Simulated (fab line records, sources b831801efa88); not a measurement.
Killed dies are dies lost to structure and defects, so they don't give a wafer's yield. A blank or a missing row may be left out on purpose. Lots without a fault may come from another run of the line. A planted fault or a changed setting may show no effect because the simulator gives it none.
A struck lot beside a sound one | flow sky130 | 16 steps out of a route of 708
Sound: wafers L516.2, L516.3, L516.5. Struck: wafer L525.5. (L525.2, L525.3 of the same lot were not struck and are left out.) The cause comes at the end.
At each step with rows: each side's tool, then ch and its chambers, then its first start. Under that, the readings that differ: sound wafers | struck wafers | difference of the means | sigmas: that difference in standard deviations of wafers without a fault.
alike: readings whose means differ by less than 2 such deviations, and words and numbers that are the same on both sides. not compared: withheld readings, readings that some wafer has no value for, bounds like >300 that may hide the same value, and numbers for which the record gives no deviation and whose values overlap.
The two part at a step that has a row with sigmas, a row that says differs or no value, or rows on one side only. Numbers that don't overlap but have no deviation are shown without sigmas and don't part them. A reading that every wafer of one side lacks parts them only if that side has two wafers or more.

first, 7 steps without rows for these wafers: SKY_METAL3_HMDS_06 (prime time 60 s); SKY_METAL3_COAT_07 (resist thk 60 nm); SKY_METAL3_COAT_08 (resist thk 1140 nm); SKY_METAL3_SOFTBAKE_09 (time 90 s); SKY_METAL3_EXPOSE_10 (exposes mask MM3, target cd 300 nm); SKY_METAL3_PEB_11; SKY_METAL3_DEVELOP_12 (develop time 60 s).
SKY_METAL3_CD_MEAS_13: target cd 300 nm.
  sound on cd_sem-01, day 41 12:31; struck on cd_sem-01, day 44 01:08
  alike: cd_nm
SKY_METAL3_OVL_MEAS_14:
  sound on overlay-02, day 41 12:37; struck on overlay-02, day 44 01:14
  alike: METAL3_OVL
SKY_METAL3_DESCUM_15: chemistry O2, time 8 s.
  sound on rie_metal-03 ch 0,1, day 41 12:38; struck on rie_metal-01 ch 1, day 44 01:16
  alike: drypump_motor_current_A, oes_product_au
  not compared: rf_hours_counter_h
SKY_METAL3_ETCH_16: etches BARC in N2/H2, stops on SiO2, time 88.2 s, target depth 60 nm.
  sound on rie_metal-03 ch 0,1, day 41 12:41; struck on rie_metal-01 ch 1, day 44 01:18
  alike: drypump_motor_current_A, oes_product_au, throttle_valve_pct
  not compared: rf_hours_counter_h
SKY_METAL3_ETCH_17: etches SiO2 in C4F8/O2/Ar, stops on TiN, time 3.9 s, target depth 15 nm.
  sound on rie_diel-01 ch 0,2, day 41 12:47; struck on rie_diel-03 ch 2, day 44 01:24
  alike: oes_product_au
  not compared: rf_hours_counter_h
SKY_METAL3_METAL_ETCH_18: etches the open film in Cl2/BCl3, stops on SiO2, target depth 845 nm, time 183.1 s.
  sound on rie_metal-02 ch 0,1, day 41 12:48; struck on rie_metal-02 ch 1, day 44 01:25
  reading                                       | sound             | struck | difference | sigmas
  oes_product_au (a.u.)                         | 0.868 0.865 0.864 | 0.849  | -0.017     | -3
  model.KrF-thick_of_METAL3_COAT_08.thk_nm (nm) | 543.3 530.7 524   | 658.9  | +126.2     |
  model.etch.depth_nm (nm)                      | 860.8 863.2 862.3 | 838.8  | -23.3      |
  model.METAL3.feature_depth_nm (nm)            | 860.8 863.2 862.3 | 838.8  | -23.3      |
  alike: drypump_motor_current_A, throttle_valve_pct
  not compared: rf_hours_counter_h
SKY_METAL3_STRIP_19: strips in O2/N2.
  sound on plasma_asher-04 ch 0,1, day 41 12:59; struck on plasma_asher-02 ch 0, day 44 01:35
  reading                      | sound             | struck | difference | sigmas
  drypump_motor_current_A (A)  | 5.7 5.9 5.8       | 6.6    | +0.8       | +2
  oes_product_au (a.u.)        | 0.513 0.503 0.505 | 0.552  | +0.045     | +8
  strip_time_to_endpoint_s (s) | 6.69 6.57 6.50    | 7.84   | +1.25      | +16
  not compared: rf_hours_counter_h
then, 1 step without rows for these wafers: SKY_METAL3_STRIP_20 (strips in post etch residue remover, time 1200 s).
-- the record jumps here: 6 days lie between the struck wafers' starts before and after (it left off in module METAL3 and takes up again in module PAD_OPEN, whose first step shown is number 708 of the route) --
SKY_PAD_OPEN_PROBE_99:
  sound on prober-02, day 48 04:37; struck on prober-01, day 50 06:01
  reading                  | sound          | struck | difference | sigmas
  defect_limited_yield (%) | 83.3 83.7 81.5 | 13.2   | -69.6      | -37
  killed_at_M0_to_M3       | 39 36 43       | 374    | +335       | +46
  killed_dies              | 82 80 91       | 427    | +343       | +36
  killed_on_rim            | 16 11 26       | 61     | +43        | +11
  killed_open              | 38 46 42       | 58     | +16        | +2
  sort_bin_5_function (%)  | 8.7 8.3 9.3    | 79.3   | +70.5      | +47
  sort_n_pass              | 410 412 401    | 65     | -343       | -36
  sort_yield_pct (%)       | 83.3 83.7 81.5 | 13.2   | -69.6      | -37
  alike: killed_at_M4_up, killed_at_contacts, killed_at_front_end, killed_at_other, killed_short, sort_bin_3_pad_short, sort_bin_6_memory

WHERE THEY PART
First at SKY_METAL3_METAL_ETCH_18; last, within this record, at SKY_PAD_OPEN_PROBE_99.

WHY: what the simulator had put in
Process parameter drift: rie_metal-02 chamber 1, from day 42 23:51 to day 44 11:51, at SKY_METAL3_METAL_ETCH_18. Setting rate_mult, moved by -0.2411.
